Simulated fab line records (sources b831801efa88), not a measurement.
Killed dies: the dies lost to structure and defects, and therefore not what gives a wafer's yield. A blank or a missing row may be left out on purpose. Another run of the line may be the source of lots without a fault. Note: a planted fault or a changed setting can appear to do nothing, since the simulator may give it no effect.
Struck lot and sound lot, side by side :: flow gf180mcu :: 14 out of 602 route steps
Sound: these wafers, L840.3, L840.4, L840.5. Struck: wafer L853.2. (L853.6 of the same lot was not struck and is left out.) The cause comes at the end.
Each step with rows lists, per side, the tool, then ch with its chambers, then its first start. Under that, the readings that differ: sound wafers :: struck wafers :: difference of the means :: sigmas: that difference in standard deviations of wafers without a fault.
alike: readings with means less than 2 such deviations apart, plus words and numbers identical on both sides. not compared: withheld readings, readings lacking a value on some wafer, bounds such as >300 that could conceal the same value, and numbers that have no deviation in the record and whose values overlap.
Wherever a step has rows on one side only, a row that says differs or no value, or a row with sigmas, the two part there. Numbers that have no deviation but don't overlap get no sigmas and don't part them. A reading that every wafer of one side lacks parts them only if that side has two wafers or more.

GF_V4_ETCH_16: etches BARC in N2/H2.
  sound on rie_diel-03 ch 0,2, day 25 00:16; struck on rie_diel-03 ch 3, day 29 12:01
  alike: drypump_motor_current_A, oes_product_au, throttle_valve_pct
then, 1 step without rows for these wafers: GF_V4_ETCH_17 (etches SiO2 in C4F8/O2/Ar, stops on TiN, target depth 630 nm).
GF_V4_STRIP_18: strips in O2/N2.
  sound on plasma_asher-03 ch 0,1, day 25 00:26; struck on plasma_asher-01 ch 1, day 29 12:08
reading: heater_power_w (W)
sound: 315 441 449
struck: 262
difference: -140
sigmas: -2

reading: rf_hours_counter_h (h)
sound: - - -
struck: 55
difference: no value on the sound wafers
sigmas: 
  alike: drypump_motor_current_A, oes_product_au
then, 2 steps without rows for these wafers: GF_V4_STRIP_19 (strips in post etch residue remover, time 1200 s); GF_V4_CLEAN_20 (cleans in DIW).
GF_V4_SPUTTER_21: material Ti, target thk 15 nm, time 80.02 s.
  sound on pvd_sputter-03 at day 25 00:56; struck on pvd_sputter-03 at day 29 12:43
  alike: throttle_valve_pct
GF_V4_SPUTTER_22: material TiN, target thk 10 nm, time 40 s.
  sound on pvd_sputter-03 at day 25 01:00; struck on pvd_sputter-03 at day 29 12:47
  alike: throttle_valve_pct
then, 1 step without rows for these wafers: GF_V4_CVD_23 (deposits W, target thk 350 nm, time 104.9 s).
GF_V4_RS_MEAS_24: uses a four-point probe to measure.
  sound on film_metro-02 at day 25 01:11; struck on film_metro-02 at day 29 12:57
  alike: V4_W_RS
GF_V4_THK_MEAS_25: measures by xrf.
  sound on film_metro-02 at day 25 01:17; struck on film_metro-02 at day 29 13:04
  alike: V4_W_THK
then, 1 step without rows for these wafers: GF_V4_CMP_26 (polishes, stops on SiO2, t overpolish 15 s, target thk 0 nm).
GF_MIM_SPUTTER_00: material Ti, target thk 37.5 nm, time 150 s.
  sound on pvd_sputter-02 at day 25 01:38; struck on pvd_sputter-02 at day 29 13:25
  alike: throttle_valve_pct
GF_MIM_SPUTTER_01: material TiN, target thk 30 nm, time 25 s.
  sound on pvd_sputter-02 at day 25 01:44; struck on pvd_sputter-02 at day 29 13:31
reading: model.TiN_of_MIM_SPUTTER_01.thk_nm (nm)
sound: 30.22 29.94 29.7
struck: 37.09
difference: +7.14
sigmas: 
  alike: throttle_valve_pct
then, 1 step without rows for these wafers: GF_MIM_SPUTTER_02 (material AlCu, target thk 450 nm, time 23.9 s).

== WHERE THEY PART ==
Only at GF_V4_STRIP_18, as far as this record shows. Later steps at which nothing parts them and some readings are alike: GF_V4_SPUTTER_21, GF_V4_SPUTTER_22, GF_V4_RS_MEAS_24, GF_V4_THK_MEAS_25, GF_MIM_SPUTTER_00, GF_MIM_SPUTTER_01.

WHY: what the simulator had put in
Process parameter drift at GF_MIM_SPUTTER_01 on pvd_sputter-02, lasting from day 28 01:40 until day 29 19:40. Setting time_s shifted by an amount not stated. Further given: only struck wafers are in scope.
